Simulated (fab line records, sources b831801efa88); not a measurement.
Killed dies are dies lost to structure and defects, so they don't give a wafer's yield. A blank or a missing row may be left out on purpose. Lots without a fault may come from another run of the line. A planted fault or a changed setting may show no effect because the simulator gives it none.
fab line records | flow sky130
record lots=13 wafers=39 last_day=50
route steps=708 shown VT_ADJUST_HVTP@96 VT_ADJUST_LVTN@115 SONOS_TUNNEL@156 SONOS_ONO@182 PAD_OPEN@708
lots that met no fault: from a run of the same line without faults
start_h: hours from the record's first day to the start of the lot's first wafer shown | wait_h: hours since the lot's step before | " the same as in the row above | L1.1+2: a row that stands for several wafers | - no value, or no start given | * or withheld: withheld | < > ~ a bound
route shown NAME@n: a module of which the file shows steps, and the number in the route of the first | usual: mean/standard deviation of fault-free wafers | same: alike in all rows | chamber/n: place in a boat | sites: the reading at each site | _std_site: their standard deviation | _edge_site: outer sites' mean less inner sites' | radius_mm: how far each site lies from the wafer's centre | mask NAME#n: copy n | behind: the tool/chamber that last shaped the wafer | hold: why the lot was held/for how many hours/how that ended | device: the transistor (n, p or np) that didn't switch | end of line: the same wafers' tests at the end of the route | a step without rows: its recipe alone | killed: dies lost to structure and defects at the first sort, not the wafer's yield | map: a wafer's dies, x killed, . not, _ none there
set.NAME: the setting as run; set.NAME@STEP: as run at that earlier step | model.NAME: the simulator's own value behind a step, which no gauge read
steps of the route over a sample of lots; a table a step, a row a wafer
## steps
# step SKY_VT_ADJUST_HVTP_TW_MEAS_11
# usual VT_ADJUST_HVTP_TW=1358/9.1
# columns lot.wafer tool chamber start_h wait_h VT_ADJUST_HVTP_TW
L449.1 film_metro-02 - 120.35 0.1 1342
L449.3 " - " " 1349
L449.4 " - " " 1357
L450.1 film_metro-02 - 126.91 0.1 1345
L450.3 " - " " 1348
L450.4 " - " " 1343
L452.1 film_metro-02 - 140.29 0.1 1348
L452.5 " - " " 1352
L452.6 " - " " 1351
L453.1 film_metro-04 - 147.66 0.1 1371
L453.4 " - " " 1372
L453.5 " - " " 1376
L454.1 film_metro-02 - 151.51 0.1 1357
L454.4 " - " " 1349
L454.5 " - " " 1357
L456.1 film_metro-01 - 164.84 0.1 1362
L456.2 " - " " 1361
L456.3 " - " " 1366
L457.1 film_metro-04 - 169.81 0.1 1366
L457.3 " - " " 1361
L457.6 " - " " 1363
L460.4 film_metro-02 - 189.24 0.1 1348
L460.5 " - " " 1351
L460.6 " - " " 1346
L465.1 film_metro-02 - 224.46 0.1 1357
L465.3 " - " " 1347
L465.6 " - " " 1352
L468.1 film_metro-04 - 249.54 0.1 1363
L468.2 " - " " 1368
L468.3 " - " " 1362
L470.1 film_metro-04 - 255.11 0.1 1360
L470.2 " - " " 1370
L470.4 " - " " 1365
L469.2 film_metro-01 - 256.09 0.1 1359
L469.4 " - " " 1368
L469.6 " - " " 1357
L471.1 film_metro-02 - 263.36 0.1 1344
L471.4 " - " " 1354
L471.5 " - " " 1356
# step SKY_VT_ADJUST_LVTN_OVL_MEAS_18
# usual VT_ADJUST_LVTN_01_OVL=-1.0/1.8
# columns lot.wafer tool chamber start_h wait_h VT_ADJUST_LVTN_01_OVL[nm]
L449.1 overlay-02 - 156.90 0.1 -2.9
L449.3 " - " " -1.8
L449.4 " - " " -3.1
L450.1 overlay-02 - 163.40 0.1 -1.2
L450.3 " - " " -1.7
L450.4 " - " " -0.7
L452.1 overlay-02 - 179.30 0.1 -1.0
L452.5 " - " " -1.3
L452.6 " - " " -1.2
L453.1 overlay-02 - 188.13 0.1 -1.3
L453.4 " - " " -0.3
L453.5 " - " " -1.9
L454.1 overlay-01 - 193.08 0.1 -0.7
L454.4 " - " " 0.0
L454.5 " - " " -0.4
L456.1 overlay-02 - 206.34 0.1 -1.2
L456.2 " - " " -0.5
L456.3 " - " " -0.9
L457.1 overlay-02 - 212.39 0.1 -2.7
L457.3 " - " " -3.7
L457.6 " - " " -3.3
L460.4 overlay-02 - 232.32 0.1 -0.3
L460.5 " - " " -0.7
L460.6 " - " " -0.5
L465.1 overlay-02 - 271.24 0.1 -2.0
L465.3 " - " " -0.7
L465.6 " - " " -2.6
L468.1 overlay-01 - 298.14 0.1 1.6
L468.2 " - " " 0.2
L468.3 " - " " 0.9
L470.1 overlay-02 - 303.50 0.1 -0.7
L470.2 " - " " -1.9
L470.4 " - " " -2.6
L469.2 overlay-02 - 304.76 0.1 0.7
L469.4 " - " " -0.2
L469.6 " - " " 1.5
L471.1 overlay-01 - 312.93 0.1 1.2
L471.4 " - " " -1.1
L471.5 " - " " 1.6
# step SKY_SONOS_TUNNEL_COAT_02
# recipe resist=NOVOLAK spin_rpm=3000 resist_thk_nm=1140
# usual chill_plate_temp_C=22.98/0.092 dispense_pressure_kPa=53/4 resist_line_temp_C=23.01/0.098
# columns lot.wafer tool chamber start_h wait_h chill_plate_temp_C dispense_pressure_kPa resist_line_temp_C
L449.1 litho_track-02 0 233.19 0.1 22.95 47 22.87
L449.3 " 0 " " 22.94 47 23.05
L449.4 " 0 " " 22.80 47 23.02
L450.1 litho_track-03 0 240.08 0.1 23.13 57 23.01
L450.3 " 0 " " 22.95 57 22.87
L450.4 " 0 " " 22.95 57 22.83
L452.1 litho_track-03 0 256.93 0.1 23.07 57 23.06
L452.5 " 0 " " 23.00 57 23.13
L452.6 " 0 " " 23.01 57 23.13
L453.1 litho_track-03 0 267.68 0.1 22.97 57 22.89
L453.4 " 0 " " 23.04 57 23.00
L453.5 " 0 " " 23.04 57 23.00
L454.1 litho_track-03 0 273.08 0.1 23.02 57 23.10
L454.4 " 0 " " 22.90 57 23.02
L454.5 " 0 " " 23.07 57 23.05
L456.1 litho_track-02 - 289.14 0.1 - - -
L456.2 " - " " - - -
L456.3 " - " " - - -
L457.1 litho_track-04 - 294.60 0.1 - - -
L457.3 " - " " - - -
L457.6 " - " " - - -
L460.4 litho_track-04 0 318.28 0.1 23.08 53 23.10
L460.5 " 0 " " 23.05 53 23.02
L460.6 " 0 " " 23.06 53 23.07
L465.1 litho_track-02 0 361.49 0.1 22.86 47 23.02
L465.3 " 0 " " 23.00 47 23.00
L465.6 " 0 " " 22.77 47 22.98
L468.1 litho_track-02 0 392.69 0.1 22.83 47 23.01
L468.2 " 0 " " 23.05 47 22.96
L468.3 " 0 " " 23.00 47 23.00
L470.1 litho_track-02 0 399.09 0.1 22.90 47 23.13
L470.2 " 0 " " 22.96 47 23.02
L470.4 " 0 " " 22.96 47 23.12
L469.2 litho_track-02 0 401.46 0.1 23.16 47 23.09
L469.4 " 0 " " 22.96 47 23.05
L469.6 " 0 " " 23.16 47 23.12
L471.1 litho_track-04 0 409.90 0.1 23.00 53 22.95
L471.4 " 0 " " 22.96 53 23.17
L471.5 " 0 " " 22.84 53 23.11
# step SKY_SONOS_TUNNEL_CD_MEAS_07
# recipe target_cd_nm=410
# usual cd_nm=410.2/2.2
# columns lot.wafer tool chamber start_h wait_h cd_nm
L449.1 cd_sem-01 - 244.68 0.1 413.5
L449.3 " - " " 412.5
L449.4 " - " " 415.4
L450.1 cd_sem-02 - 251.89 0.1 411.2
L450.3 " - " " 409.6
L450.4 " - " " 412.0
L452.1 cd_sem-02 - 268.63 0.1 409.1
L452.5 " - " " 408.3
L452.6 " - " " 409.6
L453.1 cd_sem-02 - 280.30 0.1 410.6
L453.4 " - " " 410.8
L453.5 " - " " 411.2
L454.1 cd_sem-01 - 285.80 0.1 408.0
L454.4 " - " " 407.9
L454.5 " - " " 407.5
L456.1 cd_sem-02 - 301.89 0.1 -
L456.2 " - " " -
L456.3 " - " " -
L457.1 cd_sem-02 - 306.65 0.1 -
L457.3 " - " " -
L457.6 " - " " -
L460.4 cd_sem-02 - 331.69 0.1 412.0
L460.5 " - " " 409.9
L460.6 " - " " 410.0
L465.1 cd_sem-02 - 375.59 0.1 410.1
L465.3 " - " " 409.0
L465.6 " - " " 410.1
L468.1 cd_sem-02 - 407.78 0.1 410.2
L468.2 " - " " 410.2
L468.3 " - " " 411.5
L470.1 cd_sem-02 - 413.99 0.1 408.5
L470.2 " - " " 406.0
L470.4 " - " " 407.4
L469.2 cd_sem-02 - 416.36 0.1 411.4
L469.4 " - " " 410.5
L469.6 " - " " 407.1
L471.1 cd_sem-01 - 425.20 0.1 408.3
L471.4 " - " " 406.5
L471.5 " - " " 408.1
# step SKY_SONOS_ONO_OVL_MEAS_14
# usual SONOS_ONO_OVL=0.1/1.2
# columns lot.wafer tool chamber start_h wait_h SONOS_ONO_OVL[nm]
L449.1 overlay-02 - 275.92 0.1 0.2
L449.3 " - " " -0.4
L449.4 " - " " -0.4
L450.1 overlay-01 - 280.54 0.1 0.7
L450.3 " - " " 0.4
L450.4 " - " " 1.1
L452.1 overlay-02 - 299.51 0.1 -0.9
L452.5 " - " " -0.9
L452.6 " - " " -2.1
L453.1 overlay-02 - 314.37 0.1 -0.4
L453.4 " - " " -1.1
L453.5 " - " " -0.6
L454.1 overlay-01 - 318.27 0.1 -1.7
L454.4 " - " " -0.6
L454.5 " - " " -1.4
L460.4 overlay-01 - 364.57 0.1 1.8
L460.5 " - " " 2.0
L460.6 " - " " 3.0
L465.1 overlay-01 - 412.62 0.1 0.5
L465.3 " - " " -0.4
L465.6 " - " " 2.2
L468.1 overlay-02 - 443.60 0.1 -1.5
L468.2 " - " " 1.1
L468.3 " - " " -0.4
L470.1 overlay-02 - 449.37 0.1 -0.9
L470.2 " - " " 0.7
L470.4 " - " " -1.2
L469.2 overlay-02 - 454.33 0.1 0.2
L469.4 " - " " 0.0
L469.6 " - " " -0.4
L471.1 overlay-01 - 462.67 0.1 1.4
L471.4 " - " " 0.1
L471.5 " - " " 0.4
# step SKY_PAD_OPEN_PROBE_99
# usual killed_at_M0_to_M3=44/7.8 killed_at_M4_up=2.9/1.7 killed_at_contacts=24/5.4 killed_at_front_end=15/4.5 killed_at_other=0.3/0.55 killed_dies=87/10 killed_on_rim=17/4.1 killed_open=48/7.4 killed_short=39/5.9
# same gross_dies=492 killed_at_back_side=0
# columns lot.wafer tool chamber start_h wait_h killed_at_M0_to_M3 killed_at_M4_up killed_at_contacts killed_at_front_end killed_at_other killed_dies killed_on_rim killed_open killed_short
L450.1 prober-01 - 1073.42 0.1 46 3 27 9 0 85 16 46 39
L450.3 prober-01 - 1073.52 0.2 35 3 18 19 0 75 9 46 29
L450.4 prober-01 - 1073.57 0.2 46 2 30 11 0 89 15 57 32
L456.1 prober-01 - 1118.89 0.1 41 1 33 416 1 492 96 52 40
L456.2 prober-01 - 1118.94 0.1 48 4 19 421 0 492 96 40 40
L456.3 prober-01 - 1118.99 0.2 45 4 21 422 0 492 96 48 38
L457.1 prober-01 - 1121.07 0.1 58 4 26 404 0 492 96 63 38
L457.3 prober-01 - 1121.17 0.2 60 4 18 410 0 492 96 52 39
L457.6 prober-01 - 1121.32 0.2 54 3 28 405 2 492 96 55 53
L471.1 prober-02 - 1192.52 0.1 45 6 29 19 0 99 18 55 44
L471.4 prober-02 - 1192.67 0.2 37 3 20 8 0 68 11 31 37
L471.5 prober-02 - 1192.72 0.2 42 5 29 19 0 95 14 52 43
# killed by level:class
L450.1 CONTACT:geometric_particle:open=10 VIA1:geometric_particle:open=10 VIA2:geometric_particle:open=9 LI_CONTACT:geometric_particle:open=7 METAL2:geometric_particle:short=6 CONTACT:geometric_particle:short=5 METAL1:geometric_particle:short=4 VIA1:geometric_particle:short=4
L450.3 LI_CONTACT:geometric_particle:open=9 VIA1:geometric_particle:open=8 VIA1:geometric_particle:short=6 CONTACT:geometric_particle:open=6 FIELD_ISO:geometric_particle:open=5 POLY_GATE:geometric_particle:short=5 VIA3:geometric_particle:open=5 POLY_GATE:geometric_particle:open=4
L450.4 VIA1:geometric_particle:open=12 LI_CONTACT:geometric_particle:open=11 CONTACT:geometric_particle:open=10 VIA2:geometric_particle:open=7 VIA1:geometric_particle:short=6 VIA3:geometric_particle:open=6 FIELD_ISO:geometric_particle:open=5 LI_CONTACT:geometric_particle:short=4
L456.1 SONOS_TUNNEL:area_expose=400 CONTACT:geometric_particle:short=12 METAL2:geometric_particle:short=9 FIELD_ISO:geometric_particle:open=8 LI_CONTACT:geometric_particle:open=8 CONTACT:geometric_particle:open=8 VIA1:geometric_particle:open=7 VIA3:geometric_particle:open=6
L456.2 SONOS_TUNNEL:area_expose=412 METAL2:geometric_particle:short=11 VIA2:geometric_particle:open=9 METAL1:geometric_particle:short=8 CONTACT:geometric_particle:open=7 CONTACT:geometric_particle:short=6 LI_CONTACT:geometric_particle:open=5 VIA1:geometric_particle:open=4
L456.3 SONOS_TUNNEL:area_expose=406 VIA1:geometric_particle:open=14 LI_CONTACT:geometric_particle:open=9 VIA1:geometric_particle:short=8 FIELD_ISO:geometric_particle:short=7 VIA2:geometric_particle:open=7 CONTACT:geometric_particle:open=6 METAL1:geometric_particle:short=6
L457.1 SONOS_TUNNEL:area_expose=391 CONTACT:geometric_particle:open=12 VIA1:geometric_particle:open=11 VIA3:geometric_particle:open=10 VIA2:geometric_particle:open=8 CONTACT:geometric_particle:short=5 METAL2:geometric_particle:short=5 FIELD_ISO:geometric_particle:open=4
L457.3 SONOS_TUNNEL:area_expose=401 VIA1:geometric_particle:open=11 VIA3:geometric_particle:open=9 METAL2:geometric_particle:short=8 VIA2:geometric_particle:open=8 LI_CONTACT:geometric_particle:open=7 CONTACT:geometric_particle:open=7 METAL1:geometric_particle:short=6
L457.6 SONOS_TUNNEL:area_expose=384 VIA1:geometric_particle:open=11 CONTACT:geometric_particle:open=8 VIA3:geometric_particle:open=8 LI_CONTACT:geometric_particle:open=7 FIELD_ISO:geometric_particle:short=6 CONTACT:geometric_particle:short=6 METAL1:geometric_particle:short=6
L471.1 VIA1:geometric_particle:open=9 LI_CONTACT:geometric_particle:open=8 VIA2:geometric_particle:open=7 POLY_GATE:geometric_particle:open=5 LI_CONTACT:geometric_particle:short=5 LOCAL_INTERCONNECT:geometric_particle:short=5 CONTACT:geometric_particle:open=5 METAL1:geometric_particle:short=5
L471.4 METAL2:geometric_particle:short=7 VIA1:geometric_particle:open=7 CONTACT:geometric_particle:open=6 LI_CONTACT:geometric_particle:open=5 LOCAL_INTERCONNECT:geometric_particle:short=5 VIA2:geometric_particle:short=5 METAL1:geometric_particle:short=4 VIA1:geometric_particle:short=4
L471.5 CONTACT:geometric_particle:open=16 VIA1:geometric_particle:open=9 VIA3:geometric_particle:open=7 FIELD_ISO:geometric_particle:short=6 LOCAL_INTERCONNECT:geometric_particle:short=6 POLY_GATE:geometric_particle:open=5 CONTACT:geometric_particle:short=5 METAL2:geometric_particle:short=5
## key
first_sign step=SKY_SONOS_TUNNEL_COAT_02 reading=tool_record direction=missing
effect step=SKY_SONOS_TUNNEL_CD_MEAS_07 reading=cd_nm direction=missing
effect step=SKY_PAD_OPEN_PROBE_99 reading=killed_at_front_end direction=up sigmas=89 usual=15 struck=413
more_kills_born_at SKY_SONOS_TUNNEL_EXPOSE_04@iline_stepper-01=1218 SKY_SONOS_TUNNEL_EXPOSE_04@iline_stepper-02=1176
met_at SKY_SONOS_TUNNEL_COAT_02
struck_lots L456,L457
later_rows_left_out L456.1,L456.2,L456.3,L457.1,L457.3,L457.6
tester_left_out L456,L457
not_acting_at SKY_VT_ADJUST_HVTP_TW_MEAS_11,SKY_VT_ADJUST_LVTN_OVL_MEAS_18,SKY_SONOS_ONO_OVL_MEAS_14
onset_between 233.19 289.14
fault kind=skipped_step_whole tool=litho_track-02,litho_track-04 chamber=- onset_h=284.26 steps=SKY_SONOS_TUNNEL_COAT_02 scope=struck_lots_only
# tester_left_out: of these lots the tester's yield and bins aren't shown, on N5 and GAA mostly nor the transistor test; their killed dies are dies lost to structure and defects alone, not to doping, threshold or leakage, so they don't give the yield
# later_rows_left_out: the simulator's readings of these wafers behind a module that went badly wrong aren't trusted and aren't shown, but for the sort
